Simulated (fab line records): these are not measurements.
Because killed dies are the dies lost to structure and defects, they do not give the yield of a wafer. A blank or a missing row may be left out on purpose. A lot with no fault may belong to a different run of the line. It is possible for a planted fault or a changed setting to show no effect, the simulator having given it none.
fab line records -- flow gf180mcu
[record] lots = 12, wafers = 36, last_day = 34
route steps=602 shown STI@14 MVSD@76 MVPSD@80 HV_LDD@187
lots that met no fault: taken from a fault-free run of the same line
start_h: hours from the record's first day to the start of the lot's first wafer shown -- wait_h: hours since the lot's step before -- " identical to the entry in the row above -- L1.1+2: one row covering several wafers at once -- - no value present, or no start provided -- * or withheld: withheld -- < > ~ a bound
route shown NAME@n: names a module that has steps shown in the file, with the first one's number in the route -- usual: the fault-free wafers' mean and standard deviation -- same: alike in all rows -- chamber/n: place in a boat -- sites: readings site by site -- _std_site: standard deviation across them -- _edge_site: outer sites' mean less inner sites' -- radius_mm: how far each site lies from the wafer's centre -- mask NAME#n: copy n -- behind: the most recent tool/chamber to have shaped the wafer -- hold: reason for holding the lot/hours on hold/outcome of the hold -- device: the transistor (n, p or np) that didn't switch -- end of line: at the end of the route, the tests of the same wafers -- step lacking rows: just its recipe -- killed: dies lost to structure and defects at the first sort, not the wafer's yield -- map: dies across one wafer; x = killed, . = not, _ = none there
set.NAME: the run value of the setting; set.NAME@STEP: its run value at that earlier step -- model.NAME: the simulator's own value behind a step, which no gauge read
one table for each step of the route and one row for each wafer, over a sample of lots
services: the hour from which a tool's chamber was out of use, counted from the record's first day as start_h (under 0 if before that day), plus the number of hours and why
[[steps]]
[step GF_STI_ETCH_13]
[recipe] chemistry = CHF3/O2, stop_on = Si, over_etch_frac = 0.3, target_depth_a = 2823.1, source_w = 600, bias_w = 200, pressure_mtorr = 40, chf3_flow_sccm = 50, O2_flow_sccm = 5, time_s = 112.9
[usual] chf3_flow_sccm = 50.01/0.15, drypump_motor_current_A = 5.8/0.49, oes_product_au = 0.833/0.0068, rf_fwd_power_W = 596.8/2, throttle_valve_pct = 8.811/0.0094
lot.wafer,tool,chamber,start_h,wait_h,chf3_flow_sccm,drypump_motor_current_A,oes_product_au,rf_fwd_power_W,rf_hours_counter_h,throttle_valve_pct
L361.3,rie_diel-04,3,32.27,0.1,50.12,5.5,0.838,599.4,63,8.824
L361.4,rie_diel-04,3,32.27,0.1,50.09,5.5,0.833,597.1,-,8.801
L361.6,rie_diel-04,1,32.27,0.1,50.15,4.9,0.836,595.2,-,8.804
L362.1,rie_diel-03,2,35.77,0.1,50.02,5.2,0.841,594.1,127,8.808
L362.3,rie_diel-03,0,35.77,0.1,50.05,5.9,0.841,597.1,76,8.810
L362.5,rie_diel-03,3,35.77,0.1,50.10,6.1,0.825,596.8,-,8.808
L363.2,rie_diel-03,3,40.59,0.1,50.08,6.1,0.841,596.7,161,8.807
L363.3,rie_diel-03,1,40.59,0.1,50.11,5.8,0.829,596.3,117,8.824
L363.4,rie_diel-03,0,40.59,0.1,49.74,5.8,0.828,593.4,76,8.814
L364.3,rie_diel-03,1,46.63,0.1,49.92,5.8,0.842,596.7,117,8.810
L364.4,rie_diel-03,3,46.63,0.1,50.30,6.1,0.832,597.0,161,8.809
L364.6,rie_diel-03,0,46.63,0.1,49.77,5.8,0.837,598.6,-,8.818
L367.1,rie_diel-04,1,61.52,0.1,50.01,4.9,0.849,595.6,177,8.819
L367.5,rie_diel-04,1,61.52,0.1,50.04,4.9,0.838,595.2,-,8.814
L367.6,rie_diel-04,3,61.52,0.1,49.95,5.5,0.832,597.3,-,8.800
L368.4,rie_diel-04,2,66.92,0.1,49.90,6.1,0.837,597.0,-,8.820
L368.5,rie_diel-04,3,66.92,0.1,49.99,5.5,0.842,598.7,-,8.831
L368.6,rie_diel-04,0,66.92,0.1,50.15,6.2,0.840,595.9,-,8.818
L369.1,rie_diel-04,3,71.64,0.1,49.76,5.5,0.846,597.6,64,8.818
L369.2,rie_diel-04,2,71.64,0.1,50.00,6.1,0.844,595.8,108,8.808
L369.5,rie_diel-04,3,71.64,0.1,50.02,5.5,0.830,596.6,-,8.810
L372.1,rie_diel-04,0,88.02,0.1,50.23,6.2,0.837,598.1,142,8.799
L372.3,rie_diel-04,3,88.02,0.1,49.90,5.5,0.845,596.3,64,8.799
L372.6,rie_diel-04,2,88.02,0.1,50.14,6.1,0.836,595.6,-,8.816
L377.1,rie_diel-04,1,113.08,0.1,49.88,4.9,0.819,600.6,0,8.808
L377.3,rie_diel-04,3,113.08,0.1,49.86,5.5,0.820,596.1,65,8.805
L377.4,rie_diel-04,0,113.08,0.1,50.07,6.2,0.819,594.2,143,8.800
L379.3,rie_diel-01,1,124.13,0.1,49.96,6.5,0.830,596.7,24,8.812
L379.5,rie_diel-01,0,124.13,0.1,50.15,6.3,0.834,597.2,-,8.819
L379.6,rie_diel-01,1,124.13,0.1,50.12,6.5,0.839,595.2,-,8.803
L382.1,rie_diel-04,1,139.28,0.1,49.86,4.9,0.827,593.0,1,8.810
L382.5,rie_diel-04,1,139.28,0.1,49.95,4.9,0.825,594.5,-,8.803
L382.6,rie_diel-04,0,139.28,0.1,49.87,6.2,0.822,598.2,-,8.809
L383.2,rie_diel-01,0,143.59,0.1,50.04,6.4,0.828,597.1,63,8.804
L383.3,rie_diel-01,2,143.59,0.1,49.71,6.3,0.839,596.6,67,8.826
L383.4,rie_diel-01,1,143.59,0.1,49.96,6.5,0.835,591.8,25,8.807
[step GF_MVSD_STRIP_10]
[recipe] chemistry = O2/N2, power_w = 1400, pressure_mtorr = 1500, platen_temp_c = 250, o2_flow_sccm = 3000, n2_flow_sccm = 300, overash_fraction = 0.5
[usual] drypump_motor_current_A = 5.74/0.17, heater_power_w = 346/18, oes_product_au = 0.723/0.0046, strip_time_to_endpoint_s = 36.99/0.1
lot.wafer,tool,chamber,start_h,wait_h,drypump_motor_current_A,heater_power_w,oes_product_au,rf_hours_counter_h,strip_time_to_endpoint_s
L361.3,plasma_asher-03,0,90.68,0.1,5.50,326,0.725,-,36.99
L361.4,plasma_asher-03,1,90.68,0.1,6.06,363,0.719,-,37.10
L361.6,plasma_asher-03,1,90.68,0.1,6.05,356,0.728,-,36.89
L362.1,plasma_asher-01,0,93.74,0.1,5.69,378,0.728,45,36.81
L362.3,plasma_asher-01,0,93.74,0.1,5.65,387,0.723,-,36.87
L362.5,plasma_asher-01,1,93.74,0.1,5.55,362,0.725,-,36.89
L363.2,plasma_asher-01,0,99.56,0.1,5.66,366,0.723,46,37.15
L363.3,plasma_asher-01,1,99.56,0.1,5.54,360,0.725,-,37.03
L363.4,plasma_asher-01,0,99.56,0.1,5.67,371,0.725,-,37.06
L364.3,plasma_asher-04,0,105.09,0.1,5.72,351,0.720,-,37.03
L364.4,plasma_asher-04,1,105.09,0.1,5.91,316,0.724,-,37.01
L364.6,plasma_asher-04,1,105.09,0.1,5.92,323,0.720,-,37.13
L367.1,plasma_asher-04,0,123.99,0.1,5.74,337,0.723,34,37.01
L367.5,plasma_asher-04,0,123.99,0.1,5.73,344,0.721,-,37.03
L367.6,plasma_asher-04,1,123.99,0.1,5.96,324,0.722,-,36.96
L368.4,plasma_asher-01,1,129.24,0.1,5.54,371,0.715,-,37.02
L368.5,plasma_asher-01,1,129.24,0.1,5.57,352,0.721,-,36.95
L368.6,plasma_asher-01,0,129.24,0.1,5.68,367,0.722,-,37.05
L369.1,plasma_asher-03,1,135.06,0.1,6.01,355,0.722,49,36.86
L369.2,plasma_asher-03,0,135.06,0.1,5.49,328,0.724,49,36.82
L369.5,plasma_asher-03,0,135.06,0.1,5.47,336,0.725,-,36.79
L372.1,plasma_asher-03,1,152.49,0.1,6.03,355,0.727,52,37.19
L372.3,plasma_asher-03,1,152.49,0.1,6.05,352,0.727,-,37.26
L372.6,plasma_asher-03,0,152.49,0.1,5.47,332,0.725,-,37.17
L377.1,plasma_asher-03,1,179.99,0.1,6.04,347,0.726,55,37.04
L377.3,plasma_asher-03,1,179.99,0.1,6.03,347,0.720,-,37.00
L377.4,plasma_asher-03,0,179.99,0.1,5.47,330,0.722,-,37.07
L379.3,plasma_asher-04,0,191.69,0.1,5.72,349,0.726,-,36.92
L379.5,plasma_asher-04,1,191.69,0.1,5.93,320,0.730,-,36.83
L379.6,plasma_asher-04,0,191.69,0.1,5.72,348,0.719,-,36.84
L382.1,plasma_asher-04,1,209.16,0.1,5.88,318,0.731,44,37.04
L382.5,plasma_asher-04,1,209.16,0.1,5.88,324,0.715,-,36.86
L382.6,plasma_asher-04,0,209.16,0.1,5.71,347,0.719,-,36.82
L383.2,plasma_asher-01,0,214.29,0.1,5.67,378,0.717,59,37.05
L383.3,plasma_asher-01,0,214.29,0.1,5.67,372,0.725,-,37.05
L383.4,plasma_asher-01,1,214.29,0.1,5.57,362,0.728,-,36.98
[step GF_MVPSD_COAT_02]
[recipe] spin_rpm = 2000, resist_thk_nm = 3000
[usual] resist_line_temp_C = 22.99/0.1
lot.wafer,tool,chamber,start_h,wait_h,resist_line_temp_C
L361.3,litho_track-02,0,97.65,0.1,23.14
L361.4,litho_track-02,0,97.65,0.1,22.96
L361.6,litho_track-02,0,97.65,0.1,23.11
L362.1,litho_track-03,0,100.82,0.1,23.01
L362.3,litho_track-03,0,100.82,0.1,23.20
L362.5,litho_track-03,0,100.82,0.1,23.07
L363.2,litho_track-03,0,106.00,0.1,23.02
L363.3,litho_track-03,0,106.00,0.1,22.96
L363.4,litho_track-03,0,106.00,0.1,22.92
L364.3,litho_track-03,0,112.17,0.1,22.95
L364.4,litho_track-03,0,112.17,0.1,23.00
L364.6,litho_track-03,0,112.17,0.1,22.97
L367.1,litho_track-03,0,131.52,0.1,22.91
L367.5,litho_track-03,0,131.52,0.1,23.00
L367.6,litho_track-03,0,131.52,0.1,22.84
L368.4,litho_track-03,0,136.45,0.1,22.93
L368.5,litho_track-03,0,136.45,0.1,23.01
L368.6,litho_track-03,0,136.45,0.1,22.91
L369.1,litho_track-03,0,142.42,0.1,23.05
L369.2,litho_track-03,0,142.42,0.1,23.24
L369.5,litho_track-03,0,142.42,0.1,23.03
L372.1,litho_track-01,0,159.75,0.1,22.83
L372.3,litho_track-01,0,159.75,0.1,22.86
L372.6,litho_track-01,0,159.75,0.1,22.91
L377.1,litho_track-01,0,188.10,0.1,22.76
L377.3,litho_track-01,0,188.10,0.1,22.78
L377.4,litho_track-01,0,188.10,0.1,23.11
L379.3,litho_track-02,0,199.85,0.1,23.14
L379.5,litho_track-02,0,199.85,0.1,23.07
L379.6,litho_track-02,0,199.85,0.1,23.14
L382.1,litho_track-03,0,217.67,0.1,23.01
L382.5,litho_track-03,0,217.67,0.1,22.95
L382.6,litho_track-03,0,217.67,0.1,23.05
L383.2,litho_track-03,0,223.45,0.1,22.84
L383.3,litho_track-03,0,223.45,0.1,22.92
L383.4,litho_track-03,0,223.45,0.1,22.91
[step GF_MVPSD_STRIP_10]
[recipe] chemistry = O2/N2, power_w = 1400, pressure_mtorr = 1500, platen_temp_c = 250, o2_flow_sccm = 3000, n2_flow_sccm = 300, overash_fraction = 0.5
[usual] drypump_motor_current_A = 5.69/0.22, heater_power_w = 354/18, oes_product_au = 0.722/0.0047, strip_time_to_endpoint_s = 36.98/0.083
lot.wafer,tool,chamber,start_h,wait_h,drypump_motor_current_A,heater_power_w,oes_product_au,rf_hours_counter_h,strip_time_to_endpoint_s
L361.3,plasma_asher-02,1,104.92,0.1,6.15,388,0.718,-,37.04
L361.4,plasma_asher-02,0,104.92,0.1,5.53,315,0.718,-,37.07
L361.6,plasma_asher-02,0,104.92,0.1,5.53,312,0.718,-,37.00
L362.1,plasma_asher-02,1,108.04,0.1,6.21,381,0.721,42,37.03
L362.3,plasma_asher-02,1,108.04,0.1,6.18,384,0.721,-,37.12
L362.5,plasma_asher-02,1,108.04,0.1,6.17,375,0.724,-,36.99
L363.2,plasma_asher-03,0,114.14,0.1,5.50,325,0.721,46,36.85
L363.3,plasma_asher-03,0,114.14,0.1,5.49,324,0.717,-,36.81
L363.4,plasma_asher-03,1,114.14,0.1,6.03,362,0.718,-,36.87
L364.3,plasma_asher-01,0,119.67,0.1,5.68,361,0.719,-,36.93
L364.4,plasma_asher-01,1,119.67,0.1,5.55,356,0.727,-,37.05
L364.6,plasma_asher-01,1,119.67,0.1,5.55,360,0.723,-,36.96
L367.1,plasma_asher-03,1,139.29,0.1,6.05,348,0.727,49,36.93
L367.5,plasma_asher-03,0,139.29,0.1,5.47,331,0.718,-,36.96
L367.6,plasma_asher-03,1,139.29,0.1,6.02,350,0.728,-,36.95
L368.4,plasma_asher-03,1,144.72,0.1,6.05,349,0.718,-,36.91
L368.5,plasma_asher-03,0,144.72,0.1,5.47,320,0.720,-,38.48
L368.6,plasma_asher-03,1,144.72,0.1,6.05,354,0.724,-,36.94
L369.1,plasma_asher-01,0,151.04,0.1,5.66,369,0.716,52,38.33
L369.2,plasma_asher-01,1,151.04,0.1,5.53,360,0.720,52,36.91
L369.5,plasma_asher-01,1,151.04,0.1,5.55,356,0.725,-,38.31
L372.1,plasma_asher-03,0,168.94,0.1,5.48,331,0.724,54,37.07
L372.3,plasma_asher-03,1,168.94,0.1,6.07,346,0.725,-,37.03
L372.6,plasma_asher-03,1,168.94,0.1,6.04,345,0.715,-,36.94
L377.1,plasma_asher-01,0,197.64,0.1,5.67,380,0.727,57,37.08
L377.3,plasma_asher-01,0,197.64,0.1,5.68,373,0.718,-,37.06
L377.4,plasma_asher-01,1,197.64,0.1,5.56,353,0.724,-,37.05
L379.3,plasma_asher-03,0,208.77,0.1,5.53,328,0.723,-,37.00
L379.5,plasma_asher-03,1,208.77,0.1,6.05,360,0.723,-,37.03
L379.6,plasma_asher-03,0,208.77,0.1,5.54,331,0.715,-,37.04
L382.1,plasma_asher-01,1,227.04,0.1,5.54,359,0.721,60,36.86
L382.5,plasma_asher-01,1,227.04,0.1,5.55,353,0.726,-,36.83
L382.6,plasma_asher-01,0,227.04,0.1,5.66,363,0.730,-,36.80
L383.2,plasma_asher-03,0,232.81,0.1,5.53,327,0.721,61,36.95
L383.3,plasma_asher-03,0,232.81,0.1,5.48,333,0.722,-,36.99
L383.4,plasma_asher-03,1,232.81,0.1,6.04,363,0.714,-,36.91
[step GF_HV_LDD_TW_MEAS_11]
[usual] HV_LDD_TW = 2433/18
lot.wafer,tool,chamber,start_h,wait_h,HV_LDD_TW
L361.3,film_metro-04,-,227.53,0.1,2455
L361.4,film_metro-04,-,227.53,0.1,2440
L361.6,film_metro-04,-,227.53,0.1,2451
L362.1,film_metro-02,-,230.71,0.1,2421
L362.3,film_metro-02,-,230.71,0.1,2415
L362.5,film_metro-02,-,230.71,0.1,2427
L363.2,film_metro-04,-,236.62,0.1,2449
L363.3,film_metro-04,-,236.62,0.1,2463
L363.4,film_metro-04,-,236.62,0.1,2464
L364.3,film_metro-02,-,244.10,0.1,2414
L364.4,film_metro-02,-,244.10,0.1,2416
L364.6,film_metro-02,-,244.10,0.1,2426
L367.1,film_metro-03,-,268.83,0.1,2423
L367.5,film_metro-03,-,268.83,0.1,2415
L367.6,film_metro-03,-,268.83,0.1,2430
L368.4,film_metro-03,-,275.49,0.1,2422
L368.5,film_metro-03,-,275.49,0.1,2415
L368.6,film_metro-03,-,275.49,0.1,2416
L369.1,film_metro-03,-,283.06,0.1,2421
L369.2,film_metro-03,-,283.06,0.1,2419
L369.5,film_metro-03,-,283.06,0.1,2427
L372.1,film_metro-04,-,308.33,0.1,2458
L372.3,film_metro-04,-,308.33,0.1,2458
L372.6,film_metro-04,-,308.33,0.1,2451
L377.1,film_metro-04,-,340.45,0.1,2458
L377.3,film_metro-04,-,340.45,0.1,2456
L377.4,film_metro-04,-,340.45,0.1,2450
L379.3,film_metro-02,-,356.44,0.1,2420
L379.5,film_metro-02,-,356.44,0.1,2409
L379.6,film_metro-02,-,356.44,0.1,2415
L382.1,film_metro-04,-,377.32,0.1,2449
L382.5,film_metro-04,-,377.32,0.1,2473
L382.6,film_metro-04,-,377.32,0.1,2452
L383.2,film_metro-03,-,384.36,0.1,2427
L383.3,film_metro-03,-,384.36,0.1,2440
L383.4,film_metro-03,-,384.36,0.1,2428
[[services]]
tool,chamber,start_h,hours,kind
rie_diel-03,1,13.55,2.7,repair
plasma_asher-01,-,31.28,2.8,pm
rie_diel-01,3,59.27,12.1,repair
rie_diel-04,1,63.36,-,clean
rie_diel-04,1,63.36,28.8,scheduled_down
rie_diel-04,0,69.70,4.2,repair
rie_diel-01,-,82.76,0.5,repair
rie_diel-01,0,97.84,15.8,repair
plasma_asher-02,-,108.79,9.0,pm
rie_diel-01,1,112.29,10.0,repair
plasma_asher-02,-,113.64,46.8,repair
plasma_asher-01,-,141.14,7.8,pm
rie_diel-04,1,142.53,5.2,repair
rie_diel-04,2,151.26,11.4,repair
plasma_asher-02,-,160.39,14.6,pm
rie_diel-01,0,161.09,11.9,repair
plasma_asher-02,-,176.57,6.6,repair
rie_diel-04,1,179.19,3.0,repair
rie_diel-03,0,198.46,7.8,repair
rie_diel-04,-,206.71,2.8,pm
rie_diel-03,0,207.60,19.4,repair
rie_diel-01,2,207.95,3.4,repair
rie_diel-03,0,228.02,6.4,repair
rie_diel-01,-,229.05,2.8,pm
[[key]]
[first_sign] step = GF_MVPSD_STRIP_10, reading = strip_time_to_endpoint_s, direction = up, sigmas = 17, usual = *, struck = *
effect none on later readings
met_at GF_MVPSD_COAT_02
struck_lots L368,L369
struck_wafers L368.5,L369.1,L369.5
tester_left_out L368,L369
not_acting_at GF_STI_ETCH_13,GF_MVSD_STRIP_10,GF_HV_LDD_TW_MEAS_11
onset_between 131.52 136.45
[fault] kind = process_parameter_drift, tool = litho_track-03, chamber = -, onset_h = 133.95, steps = GF_MVPSD_COAT_02, channel = resist_thk_nm, offset = *, shape = step, end_h = 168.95, scope = struck_wafers_only, acts_in = *, stated = *
// tester_left_out: of these lots the tester's yield and bins aren't shown, on N5 and GAA mostly nor the transistor test; their killed dies are dies lost to structure and defects alone, not to doping, threshold or leakage, so they don't give the yield
